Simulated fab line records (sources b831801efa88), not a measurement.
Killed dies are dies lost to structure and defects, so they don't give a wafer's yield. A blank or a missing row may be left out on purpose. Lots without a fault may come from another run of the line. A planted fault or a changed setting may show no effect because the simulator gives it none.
Code-filled problem report in 8D (eight disciplines) form    flow gf180mcu    the parts of the form that need people (team, actions taken, sign-off) are left out

== 1. THE ISSUE ==
At GF_M2_SOFTBAKE_10, runLengthS averages 96.82 s over 6 wafers from 2 lots, while fault-free wafers read 89.27 s, standard deviation 0.12. That is +63 standard deviations from the usual mean.
The step: time 60 s.
Earliest sighting: wafer L744.4 on lithoTrack-03 at day 23 00:11. At this step, 42 wafers from 14 lots have a number in the record. Rule for "out", or "out of limits": more than 4 standard deviations from the usual mean. The other wafers with a number count as sound.

== 2. WHAT IT IS, WHAT IT ISN'T ==
question                     is                      is not
which readings at this step  runLengthS              -
which lots                   L744, L749              L734, L735, L736, L737, L738, L739, L740, L753, L754, L755, L756, L757
which wafers of those lots   all that have a number  -
read on which tools          lithoTrack-03           lithoTrack-02, lithoTrack-04
when                         from day 23 00:11       up to then (21 sound wafers); but 15 sound wafers of L753, L754, L755, L756, L757 came after

== 3. SUSPECTS, AND WHAT RULES EACH OUT ==
Counting: a tool at any process step up to the reading remains a suspect when it ran all the lots that are out and ran no sound lot after the first of those.
- lithoTrack-03 at GF_M2_SOFTBAKE_10 (time 60 s): ruled out as a lasting fault. After its first lot that is out, L744 (day 23 00:11), sound lots L757 ran on it.
Left after counting: nothing in the record.

== 4. THE CAUSE (what the simulator had put in) ==
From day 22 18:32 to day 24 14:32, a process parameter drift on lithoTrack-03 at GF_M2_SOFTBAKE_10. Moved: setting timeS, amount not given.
Counting ruled it out, wrongly.

== 5. THE EFFECT CHAIN, in route order ==
One row per reading whose mean, taken over the struck wafers that have a number, lies over 3 standard deviations from the usual. Only readings for which the record gives a usual standard deviation are gone through. hours: the time from each lot's start at the first step in this table that gives one to its start at this step, as a median over the lots. sigmas: the change in usual standard deviations.
hours  step               reading     usual    on struck wafers  change  sigmas
0      GF_M2_SOFTBAKE_10  runLengthS  89.27 s  96.82             +7.55   +63
Its process steps:
- GF_M2_SOFTBAKE_10: time 60 s.
At these later measuring or inspecting steps, every struck wafer for which the step has a row has a number for every such reading, and none has moved that far: GF_V2_CD_MEAS_14.

== 6. WHAT WOULD HAVE CAUGHT IT SOONER ==
The fault began at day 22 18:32; the first out-of-limits reading in this record came at day 23 00:11, 6 hours later.
